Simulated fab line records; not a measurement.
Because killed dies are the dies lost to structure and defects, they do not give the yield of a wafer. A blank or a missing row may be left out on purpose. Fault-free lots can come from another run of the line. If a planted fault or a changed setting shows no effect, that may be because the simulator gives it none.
fab line records | flow sfqLine
[record] lots = 5 | wafers = 23
route steps=325 shown M6@255 I6@270 M7@285 I7@304 M8@313
startH: hours from the record's opening day to when the first of the lot's shown wafers began | waitH: how many hours have passed since the lot's step before this one | " the same as in the row above | L1.1+2: one row covering several wafers at once | - no value, or no start given | * or withheld: withheld | < > ~ a bound
route shown NAME@n: a module of which the file shows steps, and the number in the route of the first | usual: average and standard deviation across the fault-free wafers | same: alike in all rows | chamber/n: place in a boat | sites: per-site readings | _std_site: the values' standard deviation | _edge_site: inner sites' mean taken away from outer sites' mean | radiusMm: how far each site lies from the wafer's centre | mask NAME#n: copy n | behind: the most recent tool/chamber to have shaped the wafer | hold: why the lot went on hold/how many hours it stayed there/how the hold came to an end | device: the n, p or np transistor that did not switch | end of line: tests run on the same wafers once the route is complete | where a step has no rows: the recipe by itself | killed: not the wafer's yield, but the dies lost to structure and defects at the first sort | map: the dies of a wafer, with x for killed, . for not killed, _ for no die there
set.NAME: the setting as run; set.NAME@STEP: as run at that earlier step | model.NAME: the simulator's own value behind a step, which no gauge read
lots with deliberately changed settings; one table per step, one row per wafer
[[steps]]
[step SFQ_TRILAYER_M6_LITHO_COAT_164]
[recipe] resist = BARC | spinRpm = 3000 | resistThkNm = 62
lot.wafer | tool          | chamber | startH  | waitH | set.resistThkNm | model.BARC_of_TRILAYER_M6_LITHO_COAT_164.thkNm
L074.2    | lithoTrack-02 | 0       | 1309.02 | 0.1   | 62              | 62.08
L074.3    | "             | 0       | "       | "     | 59.17           | 59.4
L074.4    | "             | 0       | "       | "     | 62              | 62.19
L074.5    | "             | 0       | "       | "     | 62              | 62.12
L074.6    | "             | 0       | "       | "     | 59.17           | 59.31
L076.1    | lithoTrack-02 | 0       | 1324.57 | 0.1   | 63.32           | 63.43
L076.2    | "             | 0       | "       | "     | 63.32           | 63.5
L076.3    | "             | 0       | "       | "     | 62              | 62.09
L076.4    | "             | 0       | "       | "     | 63.32           | 63.45
L076.6    | "             | 0       | "       | "     | 62              | 62.22
L077.2    | lithoTrack-01 | 0       | 1330.62 | 0.1   | 62              | 61.94
L077.3    | "             | 0       | "       | "     | 65.48           | 65.4
L077.4    | "             | 0       | "       | "     | 65.48           | 65.5
L077.5    | "             | 0       | "       | "     | 65.48           | 65.42
L077.6    | "             | 0       | "       | "     | 62              | 61.8
L079.1    | lithoTrack-03 | 0       | 1362.28 | 0.1   | 64.45           | 64.23
L079.3    | "             | 0       | "       | "     | 64.45           | 64.17
L079.4    | "             | 0       | "       | "     | 62              | 61.68
L079.5    | "             | 0       | "       | "     | 62              | 61.71
L079.6    | "             | 0       | "       | "     | 62              | 61.92
L083.1    | lithoTrack-02 | 0       | 1374.65 | 0.1   | 62              | 62.11
L083.2    | "             | 0       | "       | "     | 62              | 62.46
L083.6    | "             | 0       | "       | "     | 62              | 62.34
[step SFQ_TRILAYER_M6_LITHO_PEB_162]
[recipe] pebTempC = 115 | pebTimeS = 60 | resist = KrF
lot.wafer  | tool          | chamber | startH  | waitH | set.pebTempC
L074.2+5+6 | lithoTrack-02 | 0       | 1446.53 | 0.8   | 118
L074.3+4   | "             | 0       | "       | "     | 115
L076.1+4+6 | lithoTrack-02 | 0       | 1459.70 | 1.0   | 117.3
L076.2+3   | "             | 0       | "       | "     | 115
L077.2+5   | lithoTrack-01 | 0       | 1468.25 | 0.8   | 115
L077.3+4+6 | "             | 0       | "       | "     | 117.1
L079.1+3+6 | lithoTrack-03 | 0       | 1493.55 | 1.0   | 115
L079.4+5   | "             | 0       | "       | "     | 117.9
L083.1+2+6 | lithoTrack-01 | 0       | 1505.55 | 1.0   | 115
[step SFQ_TRILAYER_M6_LITHO_DEVELOP_161]
[recipe] timeS = 60 | resist = KrF
[step SFQ_TRILAYER_M6_BARC_OPEN_METAL_ETCH_206]
[recipe] maskMaterial = PR | chemistry = O2 | targetDepthNm = 125 | target = BARC | icpW = 600 | biasW = 80 | pressureMtorr = 10 | timeS = 41.7
lot.wafer | tool        | chamber | startH  | waitH | set.pebTempC@TRILAYER_M6_LITHO_PEB_162 | model.M6.cdNm
L074.2    | rieMetal-04 | 0       | 1446.84 | 0.0   | 118                                    | 452.3
L074.3    | "           | 0       | "       | "     | 115                                    | 501
L074.4    | "           | 1       | "       | "     | 115                                    | 502.8
L074.5    | "           | 1       | "       | "     | 118                                    | 453.1
L074.6    | "           | 0       | "       | "     | 118                                    | 452.6
L076.1    | rieMetal-02 | 0       | 1460.04 | 0.0   | 117.3                                  | 465.5
L076.2+3  | "           | 1       | "       | "     | 115                                    | 503.5
L076.4    | "           | 0       | "       | "     | 117.3                                  | 465.9
L076.6    | "           | 0       | "       | "     | 117.3                                  | 465.8
L077.2    | rieMetal-02 | 0       | 1468.56 | 0.0   | 115                                    | 500
L077.3    | "           | 1       | "       | "     | 117.1                                  | 463.9
L077.4    | "           | 0       | "       | "     | 117.1                                  | 464.5
L077.5    | "           | 0       | "       | "     | 115                                    | 500.8
L077.6    | "           | 1       | "       | "     | 117.1                                  | 464.7
L079.1    | rieMetal-04 | 1       | 1493.89 | 0.0   | 115                                    | 501.7
L079.3    | "           | 1       | "       | "     | 115                                    | 501.4
L079.4    | "           | 0       | "       | "     | 117.9                                  | 454.9
L079.5    | "           | 1       | "       | "     | 117.9                                  | 455
L079.6    | "           | 0       | "       | "     | 115                                    | 501.3
L083.1    | rieMetal-02 | 1       | 1505.89 | 0.0   | 115                                    | 499.1
L083.2    | "           | 0       | "       | "     | 115                                    | 499.7
L083.6    | "           | 1       | "       | "     | 115                                    | 498.8
[step SFQ_TRILAYER_I6_VIA_LITHO_COAT_174]
[recipe] resist = BARC | spinRpm = 3000 | resistThkNm = 62
lot.wafer | tool          | chamber | startH  | waitH | set.resistThkNm | model.BARC_of_TRILAYER_I6_VIA_LITHO_COAT_174.thkNm
L074.2    | lithoTrack-04 | 0       | 1452.25 | 0.8   | 62              | 61.99
L074.3    | "             | 0       | "       | "     | 62              | 61.92
L074.4    | "             | 0       | "       | "     | 62              | 62.13
L074.5    | "             | 0       | "       | "     | 58.91           | 58.91
L074.6    | "             | 0       | "       | "     | 58.91           | 58.88
L076.1    | lithoTrack-04 | 0       | 1465.40 | 1.0   | 62              | 62.05
L076.2    | "             | 0       | "       | "     | 65.23           | 65.27
L076.3    | "             | 0       | "       | "     | 62              | 62.11
L076.4    | "             | 0       | "       | "     | 62              | 62.21
L076.6    | "             | 0       | "       | "     | 65.23           | 65.16
L077.2    | lithoTrack-02 | 0       | 1474.57 | 0.8   | 62              | 61.87
L077.3    | "             | 0       | "       | "     | 62              | 61.84
L077.4    | "             | 0       | "       | "     | 62              | 61.92
L077.5    | "             | 0       | "       | "     | 62              | 61.8
L077.6    | "             | 0       | "       | "     | 62              | 61.73
L079.1    | lithoTrack-02 | 0       | 1499.25 | 1.0   | 64.72           | 64.47
L079.3    | "             | 0       | "       | "     | 62              | 62.2
L079.4    | "             | 0       | "       | "     | 64.72           | 64.81
L079.5    | "             | 0       | "       | "     | 62              | 62.16
L079.6    | "             | 0       | "       | "     | 62              | 62.1
L083.1    | lithoTrack-04 | 0       | 1511.26 | 1.0   | 62              | 61.85
L083.2    | "             | 0       | "       | "     | 62              | 61.82
L083.6    | "             | 0       | "       | "     | 62              | 62.07
[step SFQ_TRILAYER_I6_VIA_LITHO_COAT_169]
[recipe] resist = KrF | spinRpm = 3000 | resistThkNm = 650
[step SFQ_TRILAYER_I6_VIA_LITHO_SOFTBAKE_173]
[recipe] tempC = withheld | timeS = withheld | resist = KrF
[step SFQ_TRILAYER_I6_VIA_LITHO_DEVELOP_171]
[recipe] timeS = 60 | resist = KrF
[step SFQ_TRILAYER_I6_VIA_BARC_OPEN_VIA_ETCH_235]
[recipe] maskMaterial = PR | chemistry = O2 | targetDepthNm = 125 | target = BARC | sourceW = 500 | biasW = 80 | pressureMtorr = 30 | timeS = 41.7
[usual] oesProductAu = 0.684/0.0048
lot.wafer | tool       | chamber | startH  | waitH | set.resistThkNm@TRILAYER_I6_VIA_LITHO_COAT_174 | oesProductAu
L074.2    | rieDiel-04 | 3       | 1575.61 | 0.0   | 62                                             | 0.686
L074.3    | "          | 1       | "       | "     | 62                                             | 0.680
L074.4    | "          | 0       | "       | "     | 62                                             | 0.678
L074.5    | "          | 2       | "       | "     | 58.91                                          | 0.673
L074.6    | "          | 3       | "       | "     | 58.91                                          | 0.667
L076.1    | rieDiel-04 | 0       | 1587.61 | 0.0   | 62                                             | 0.687
L076.2    | "          | 2       | "       | "     | 65.23                                          | 0.701
L076.3    | "          | 1       | "       | "     | 62                                             | 0.683
L076.4    | "          | 3       | "       | "     | 62                                             | 0.683
L076.6    | "          | 3       | "       | "     | 65.23                                          | 0.702
L077.2    | rieDiel-02 | 3       | 1598.59 | 0.0   | 62                                             | 0.686
L077.3    | "          | 0       | "       | "     | 62                                             | 0.686
L077.4    | "          | 2       | "       | "     | 62                                             | 0.680
L077.5    | "          | 2       | "       | "     | 62                                             | 0.684
L077.6    | "          | 3       | "       | "     | 62                                             | 0.685
L079.1    | rieDiel-02 | 3       | 1618.99 | 0.0   | 64.72                                          | 0.691
L079.3    | "          | 2       | "       | "     | 62                                             | 0.689
L079.4    | "          | 1       | "       | "     | 64.72                                          | 0.695
L079.5    | "          | 3       | "       | "     | 62                                             | 0.680
L079.6    | "          | 0       | "       | "     | 62                                             | 0.684
L083.1    | rieDiel-02 | 2       | 1628.59 | 0.0   | 62                                             | 0.679
L083.2    | "          | 0       | "       | "     | 62                                             | 0.676
L083.6    | "          | 2       | "       | "     | 62                                             | 0.682
[step SFQ_TRILAYER_M7_LITHO_COAT_182]
[recipe] resist = BARC | spinRpm = 3000 | resistThkNm = 62
lot.wafer | tool          | chamber | startH  | waitH | set.spinRpm | model.BARC_of_TRILAYER_M7_LITHO_COAT_182.thkNm
L074.2    | lithoTrack-01 | 0       | 1576.91 | 0.1   | 3000        | 62.03
L074.3    | "             | 0       | "       | "     | 2802        | 64.05
L074.4    | "             | 0       | "       | "     | 3000        | 62.04
L074.5    | "             | 0       | "       | "     | 3000        | 61.85
L074.6    | "             | 0       | "       | "     | 2802        | 64.08
L076.1    | lithoTrack-04 | 0       | 1588.84 | 0.1   | 3000        | 62.25
L076.2+6  | "             | 0       | "       | "     | 3000        | 62.24
L076.3    | "             | 0       | "       | "     | 3000        | 62.15
L076.4    | "             | 0       | "       | "     | 3000        | 62.09
L077.2    | lithoTrack-04 | 0       | 1599.87 | 0.1   | 3000        | 62.04
L077.3    | "             | 0       | "       | "     | 3000        | 62.08
L077.4    | "             | 0       | "       | "     | 2924        | 62.92
L077.5    | "             | 0       | "       | "     | 3000        | 62.2
L077.6    | "             | 0       | "       | "     | 2924        | 63.08
L079.1    | lithoTrack-04 | 0       | 1620.22 | 0.1   | 3000        | 62.3
L079.3    | "             | 0       | "       | "     | 2896        | 63.41
L079.4    | "             | 0       | "       | "     | 2896        | 63.32
L079.5    | "             | 0       | "       | "     | 3000        | 62.26
L079.6    | "             | 0       | "       | "     | 2896        | 63.45
L083.1    | lithoTrack-01 | 0       | 1629.99 | 0.1   | 3000        | 62.17
L083.2    | "             | 0       | "       | "     | 3000        | 61.82
L083.6    | "             | 0       | "       | "     | 3000        | 61.86
[step SFQ_TRILAYER_M7_BARC_OPEN_METAL_ETCH_229]
[recipe] maskMaterial = PR | chemistry = O2 | targetDepthNm = 125 | target = BARC | icpW = 600 | biasW = 80 | pressureMtorr = 10 | timeS = 41.7
lot.wafer | tool        | chamber | startH  | waitH | set.icpW | model.KrF_of_TRILAYER_M7_LITHO_COAT_177.thkNm
L074.2    | rieMetal-01 | 0       | 1686.19 | 0.0   | 600      | 516.2
L074.3    | "           | 1       | "       | "     | 600      | 517.4
L074.4    | "           | 0       | "       | "     | 600      | 516.4
L074.5    | "           | 1       | "       | "     | 600      | 516.5
L074.6    | "           | 0       | "       | "     | 600      | 517.3
L076.1    | rieMetal-01 | 0       | 1695.59 | 0.0   | 600      | 516.1
L076.2    | "           | 1       | "       | "     | 600      | 517.2
L076.3    | "           | 0       | "       | "     | 600      | 518.2
L076.4    | "           | 1       | "       | "     | 600      | 516.6
L076.6    | "           | 0       | "       | "     | 600      | 516.8
L077.2    | rieMetal-03 | 1       | 1712.76 | 0.0   | 664.1    | 512.2
L077.3    | "           | 1       | "       | "     | 664.1    | 512.8
L077.4    | "           | 1       | "       | "     | 600      | 520.4
L077.5    | "           | 1       | "       | "     | 600      | 518.2
L077.6    | "           | 1       | "       | "     | 664.1    | 514.4
L079.1    | rieMetal-02 | 0       | 1728.34 | 0.0   | 573.4    | 520.3
L079.3    | "           | 1       | "       | "     | 600      | 516.8
L079.4+5  | "           | 0       | "       | "     | 573.4    | 519.4
L079.6    | "           | 1       | "       | "     | 600      | 518.6
L083.1    | rieMetal-02 | 1       | 1738.52 | 0.0   | 600      | 520.4
L083.2    | "           | 0       | "       | "     | 600      | 520.9
L083.6    | "           | 0       | "       | "     | 600      | 521.5
[step SFQ_TRILAYER_M7_ETCH_METAL_ETCH_180]
[recipe] target = Nb | stopOn = SiO2 | maskMaterial = PR | chemistry = Cl2/Ar | targetDepthNm = 240 | icpW = 584.1 | biasW = 80 | pressureMtorr = 10 | timeS = 120
lot.wafer | tool        | chamber | startH  | waitH | set.icpW@TRILAYER_M7_BARC_OPEN_METAL_ETCH_229 | model.KrF_of_TRILAYER_M7_LITHO_COAT_177.thkNm
L074.2    | rieMetal-01 | 0       | 1686.25 | 0.0   | 600                                           | 378.5
L074.3    | "           | 1       | "       | "     | 600                                           | 380.6
L074.4    | "           | 0       | "       | "     | 600                                           | 380.2
L074.5    | "           | 1       | "       | "     | 600                                           | 379.9
L074.6    | "           | 0       | "       | "     | 600                                           | 381.3
L076.1    | rieMetal-01 | 0       | 1695.65 | 0.0   | 600                                           | 379.8
L076.2    | "           | 1       | "       | "     | 600                                           | 380.5
L076.3    | "           | 0       | "       | "     | 600                                           | 382.5
L076.4    | "           | 1       | "       | "     | 600                                           | 380.4
L076.6    | "           | 0       | "       | "     | 600                                           | 381.1
L077.2    | rieMetal-03 | 1       | 1712.90 | 0.1   | 664.1                                         | 373.2
L077.3    | "           | 1       | "       | "     | 664.1                                         | 372.1
L077.4    | "           | 1       | "       | "     | 600                                           | 380.6
L077.5    | "           | 1       | "       | "     | 600                                           | 378.6
L077.6    | "           | 1       | "       | "     | 664.1                                         | 374.5
L079.1    | rieMetal-02 | 0       | 1728.40 | 0.0   | 573.4                                         | 385.2
L079.3    | "           | 1       | "       | "     | 600                                           | 381.3
L079.4    | "           | 0       | "       | "     | 573.4                                         | 384.9
L079.5    | "           | 0       | "       | "     | 573.4                                         | 384.3
L079.6    | "           | 1       | "       | "     | 600                                           | 383.1
L083.1    | rieMetal-02 | 1       | 1738.58 | 0.0   | 600                                           | 384.4
L083.2    | "           | 0       | "       | "     | 600                                           | 384.7
L083.6    | "           | 0       | "       | "     | 600                                           | 385.7
[step SFQ_TRILAYER_I7_VIA_LITHO_PEB_190]
[recipe] pebTempC = 115 | pebTimeS = 60 | resist = KrF
lot.wafer      | tool          | chamber | startH  | waitH | set.pebTempC
L074.2+3+6     | lithoTrack-03 | 0       | 1700.30 | 0.8   | 117
L074.4+5       | "             | 0       | "       | "     | 115
L076.1+4       | lithoTrack-03 | 0       | 1705.08 | 1.0   | 115
L076.2+3+6     | "             | 0       | "       | "     | 117.9
L077.2+4       | lithoTrack-03 | 0       | 1803.01 | 0.8   | 114
L077.3+5+6     | "             | 0       | "       | "     | 115
L079.1+3+4+5+6 | lithoTrack-03 | 0       | 1820.70 | 1.0   | 115
L083.1+2+6     | lithoTrack-04 | 0       | 1831.50 | 1.0   | 115
[step SFQ_TRILAYER_I7_VIA_LITHO_DEVELOP_189]
[recipe] timeS = 60 | resist = KrF
[step SFQ_TRILAYER_I7_VIA_BARC_OPEN_VIA_ETCH_260]
[recipe] maskMaterial = PR | chemistry = O2 | targetDepthNm = 125 | target = BARC | sourceW = 500 | biasW = 80 | pressureMtorr = 30 | timeS = 41.7
lot.wafer  | tool       | chamber | startH  | waitH | set.pebTempC@TRILAYER_I7_VIA_LITHO_PEB_190 | model.I7.cdNm
L074.2     | rieDiel-02 | 3       | 1700.61 | 0.0   | 117                                        | 1034
L074.3+6   | "          | 2,0     | "       | "     | 117                                        | 1033
L074.4     | "          | 0       | "       | "     | 115                                        | 999.3
L074.5     | "          | 3       | "       | "     | 115                                        | 999.1
L076.1     | rieDiel-02 | 0       | 1705.41 | 0.0   | 115                                        | 1001
L076.2+3+6 | "          | 3,1,0   | "       | "     | 117.9                                      | 1049
L076.4     | "          | 2       | "       | "     | 115                                        | 1003
L077.2     | rieDiel-03 | 1       | 1803.32 | 0.0   | 114                                        | 982
L077.3     | "          | 2       | "       | "     | 115                                        | 1000
L077.4     | "          | 0       | "       | "     | 114                                        | 981.5
L077.5     | "          | 0       | "       | "     | 115                                        | 1001
L077.6     | "          | 3       | "       | "     | 115                                        | 999.8
L079.1     | rieDiel-02 | 2       | 1821.04 | 0.0   | 115                                        | 1002
L079.3     | "          | 3       | "       | "     | 115                                        | 1000
L079.4     | "          | 1       | "       | "     | 115                                        | 1001
L079.5     | "          | 1       | "       | "     | 115                                        | 1004
L079.6     | "          | 0       | "       | "     | 115                                        | 1003
L083.1+2   | rieDiel-03 | 2,1     | 1831.84 | 0.0   | 115                                        | 1003
L083.6     | "          | 2       | "       | "     | 115                                        | 1002
[step SFQ_TRILAYER_M8_LITHO_COAT_193]
[recipe] resist = KrF | spinRpm = 3000 | resistThkNm = 600
lot.wafer | tool          | chamber | startH | waitH | set.resistThkNm | model.KrF_of_TRILAYER_M8_LITHO_COAT_193.thkNm
L074.2    | lithoTrack-01 | 0       | -      | -     | 600             | 598.9
L074.3    | "             | 0       | "      | "     | 590.6           | 590
L074.4    | "             | 0       | "      | "     | 600             | 600
L074.5    | "             | 0       | "      | "     | 590.6           | 590.7
L074.6    | "             | 0       | "      | "     | 600             | 600.8
L076.1    | lithoTrack-03 | 0       | -      | -     | 630.9           | 626.7
L076.2    | "             | 0       | "      | "     | 630.9           | 626.4
L076.3    | "             | 0       | "      | "     | 600             | 597.3
L076.4    | "             | 0       | "      | "     | 600             | 596.8
L076.6    | "             | 0       | "      | "     | 600             | 599.5
L077.2    | lithoTrack-02 | 0       | -      | -     | 600             | 602.1
L077.3    | "             | 0       | "      | "     | 574.7           | 576.3
L077.4    | "             | 0       | "      | "     | 574.7           | 576.9
L077.5    | "             | 0       | "      | "     | 600             | 602.8
L077.6    | "             | 0       | "      | "     | 600             | 600.7
L079.1    | lithoTrack-01 | 0       | -      | -     | 600             | 602.3
L079.3    | "             | 0       | "      | "     | 600             | 600.2
L079.4    | "             | 0       | "      | "     | 600             | 600.9
L079.5    | "             | 0       | "      | "     | 600             | 603.3
L079.6    | "             | 0       | "      | "     | 600             | 601.3
L083.1    | lithoTrack-02 | 0       | -      | -     | 600             | 599.6
L083.2    | "             | 0       | "      | "     | 600             | 601.8
L083.6    | "             | 0       | "      | "     | 600             | 600.9
[step SFQ_TRILAYER_M8_DEP_EVAP_196]
[recipe] material = Au | angularSpreadDeg = 1 | targetThkNm = 180 | timeS = 900 | powerW = 2000
lot.wafer | tool          | chamber | startH  | waitH | set.timeS | model.Au_of_TRILAYER_M8_DEP_EVAP_196.thkNm
L074.2    | pvdSputter-01 | -       | 1708.56 | 0.1   | 900       | 179.7
L074.3    | "             | -       | "       | "     | 900       | 183.1
L074.4    | "             | -       | "       | "     | 900       | 178.8
L074.5    | "             | -       | "       | "     | 900       | 179.8
L074.6    | "             | -       | "       | "     | 900       | 182.1
L076.1    | pvdSputter-01 | -       | 1717.51 | 0.1   | 900       | 181.7
L076.2    | "             | -       | "       | "     | 807.9     | 162.3
L076.3    | "             | -       | "       | "     | 900       | 179.7
L076.4    | "             | -       | "       | "     | 807.9     | 163.2
L076.6    | "             | -       | "       | "     | 807.9     | 162.7
L077.2    | pvdSputter-02 | -       | 1819.27 | 0.1   | 900       | 180.1
L077.3    | "             | -       | "       | "     | 900       | 177.3
L077.4    | "             | -       | "       | "     | 900       | 179.4
L077.5    | "             | -       | "       | "     | 900       | 178.6
L077.6    | "             | -       | "       | "     | 900       | 179.6
L079.1    | pvdSputter-02 | -       | 1829.00 | 0.1   | 1022      | 206.3
L079.3    | "             | -       | "       | "     | 900       | 181.7
L079.4    | "             | -       | "       | "     | 1022      | 206.7
L079.5    | "             | -       | "       | "     | 900       | 182.2
L079.6    | "             | -       | "       | "     | 1022      | 204.9
L083.1    | pvdSputter-02 | -       | 1837.40 | 0.1   | 900       | 184
L083.2    | "             | -       | "       | "     | 900       | 180.9
L083.6    | "             | -       | "       | "     | 900       | 182.9
[step SFQ_M8_RS_MEAS_949]
[recipe] thkMeasGauge = four-point-probe | reads = Au_of_TRILAYER_M8_DEP_EVAP_196+Pt_of_TRILAYER_M8_DEP_EVAP_198+Ti_of_TRILAYER_M8_DEP_EVAP_197
[usual] M8_AU_RS = 0.1526/0.0012
lot.wafer | tool         | chamber | startH  | waitH | set.timeS@TRILAYER_M8_DEP_EVAP_196 | M8_AU_RS[ohm/sq]
L074.2    | filmMetro-03 | -       | 1709.10 | 0.3   | 900                                | 0.1540
L074.3    | "            | -       | "       | "     | 900                                | 0.1513
L074.4    | "            | -       | "       | "     | 900                                | 0.1545
L074.5    | "            | -       | "       | "     | 900                                | 0.1536
L074.6    | "            | -       | "       | "     | 900                                | 0.1519
L076.1    | filmMetro-02 | -       | 1718.02 | 0.3   | 900                                | 0.1519
L076.2    | "            | -       | "       | "     | 807.9                              | 0.1701
L076.3    | "            | -       | "       | "     | 900                                | 0.1535
L076.4    | "            | -       | "       | "     | 807.9                              | 0.1694
L076.6    | "            | -       | "       | "     | 807.9                              | 0.1698
L077.2    | filmMetro-02 | -       | 1819.87 | 0.3   | 900                                | 0.1532
L077.3    | "            | -       | "       | "     | 900                                | 0.1554
L077.4    | "            | -       | "       | "     | 900                                | 0.1537
L077.5    | "            | -       | "       | "     | 900                                | 0.1545
L077.6    | "            | -       | "       | "     | 900                                | 0.1538
L079.1    | filmMetro-03 | -       | 1829.58 | 0.3   | 1022                               | 0.1337
L079.3    | "            | -       | "       | "     | 900                                | 0.1521
L079.4    | "            | -       | "       | "     | 1022                               | 0.1336
L079.5    | "            | -       | "       | "     | 900                                | 0.1521
L079.6    | "            | -       | "       | "     | 1022                               | 0.1349
L083.1    | filmMetro-03 | -       | 1837.98 | 0.3   | 900                                | 0.1504
L083.2    | "            | -       | "       | "     | 900                                | 0.1530
L083.6    | "            | -       | "       | "     | 900                                | 0.1514
[step SFQ_M8_THK_MEAS_950]
[recipe] thkMeasGauge = xrf | reads = Au_of_TRILAYER_M8_DEP_EVAP_196
[usual] M8_AU_THK = 180.4/2.1
lot.wafer | tool         | chamber | startH  | waitH | set.timeS@TRILAYER_M8_DEP_EVAP_196 | M8_AU_THK[nm]
L074.2    | filmMetro-03 | -       | 1709.21 | 0.1   | 900                                | 178.3
L074.3    | "            | -       | "       | "     | 900                                | 182.5
L074.4    | "            | -       | "       | "     | 900                                | 178.3
L074.5    | "            | -       | "       | "     | 900                                | 178.5
L074.6    | "            | -       | "       | "     | 900                                | 181.0
L076.1    | filmMetro-02 | -       | 1718.14 | 0.1   | 900                                | 179.9
L076.2    | "            | -       | "       | "     | 807.9                              | 160.9
L076.3    | "            | -       | "       | "     | 900                                | 177.7
L076.4    | "            | -       | "       | "     | 807.9                              | 162.0
L076.6    | "            | -       | "       | "     | 807.9                              | 161.0
L077.2    | filmMetro-02 | -       | 1819.98 | 0.1   | 900                                | 177.5
L077.3    | "            | -       | "       | "     | 900                                | 175.7
L077.4    | "            | -       | "       | "     | 900                                | 178.1
L077.5    | "            | -       | "       | "     | 900                                | 176.9
L077.6    | "            | -       | "       | "     | 900                                | 177.3
L079.1    | filmMetro-03 | -       | 1829.70 | 0.1   | 1022                               | 204.8
L079.3    | "            | -       | "       | "     | 900                                | 180.4
L079.4    | "            | -       | "       | "     | 1022                               | 204.5
L079.5    | "            | -       | "       | "     | 900                                | 180.1
L079.6    | "            | -       | "       | "     | 1022                               | 202.2
L083.1    | filmMetro-03 | -       | 1838.10 | 0.1   | 900                                | 182.9
L083.2    | "            | -       | "       | "     | 900                                | 180.2
L083.6    | "            | -       | "       | "     | 900                                | 181.9
[[key]]
[split] step = SFQ_TRILAYER_M6_LITHO_COAT_164 | setting = resistThkNm | stated = 62 | by = wafer
[response] step = SFQ_TRILAYER_M6_LITHO_COAT_164 | reading = model.BARC_of_TRILAYER_M6_LITHO_COAT_164.thkNm | change = +0.622 | per = 1% | r = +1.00
[split] step = SFQ_TRILAYER_M6_LITHO_PEB_162 | setting = pebTempC | stated = 115 | by = wafer
[response] step = SFQ_TRILAYER_M6_BARC_OPEN_METAL_ETCH_206 | reading = model.M6.cdNm | change = -18.9 | per = 1% | r = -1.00
[split] step = SFQ_TRILAYER_I6_VIA_LITHO_COAT_174 | setting = resistThkNm | stated = 62 | by = wafer
[response] step = SFQ_TRILAYER_I6_VIA_LITHO_COAT_174 | reading = model.BARC_of_TRILAYER_I6_VIA_LITHO_COAT_174.thkNm | change = +0.598 | per = 1% | r = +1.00
[response] step = SFQ_TRILAYER_I6_VIA_BARC_OPEN_VIA_ETCH_235 | reading = oesProductAu | change = +0.00259 | per = 1% | r = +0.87
[split] step = SFQ_TRILAYER_M7_LITHO_COAT_182 | setting = spinRpm | stated = 3000 | by = wafer
[response] step = SFQ_TRILAYER_M7_LITHO_COAT_182 | reading = model.BARC_of_TRILAYER_M7_LITHO_COAT_182.thkNm | change = -0.321 | per = 1% | r = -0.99
[split] step = SFQ_TRILAYER_M7_BARC_OPEN_METAL_ETCH_229 | setting = icpW | stated = 600 | by = wafer
[response] step = SFQ_TRILAYER_M7_BARC_OPEN_METAL_ETCH_229 | reading = model.KrF_of_TRILAYER_M7_LITHO_COAT_177.thkNm | change = -0.555 | per = 1% | r = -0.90
[response] step = SFQ_TRILAYER_M7_ETCH_METAL_ETCH_180 | reading = model.KrF_of_TRILAYER_M7_LITHO_COAT_177.thkNm | change = -0.591 | per = 1% | r = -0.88
[split] step = SFQ_TRILAYER_I7_VIA_LITHO_PEB_190 | setting = pebTempC | stated = 115 | by = wafer
[response] step = SFQ_TRILAYER_I7_VIA_BARC_OPEN_VIA_ETCH_260 | reading = model.I7.cdNm | change = +19.1 | per = 1% | r = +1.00
[split] step = SFQ_TRILAYER_M8_LITHO_COAT_193 | setting = resistThkNm | stated = 600 | by = wafer
[response] step = SFQ_TRILAYER_M8_LITHO_COAT_193 | reading = model.KrF_of_TRILAYER_M8_LITHO_COAT_193.thkNm | change = +5.76 | per = 1% | r = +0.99
[split] step = SFQ_TRILAYER_M8_DEP_EVAP_196 | setting = timeS | stated = 900 | by = wafer
[response] step = SFQ_TRILAYER_M8_DEP_EVAP_196 | reading = model.Au_of_TRILAYER_M8_DEP_EVAP_196.thkNm | change = +1.77 | per = 1% | r = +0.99
[response] step = SFQ_M8_RS_MEAS_949 | reading = M8_AU_RS | change = -0.00145 | per = 1% | r = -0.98
[response] step = SFQ_M8_THK_MEAS_950 | reading = M8_AU_THK | change = +1.73 | per = 1% | r = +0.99
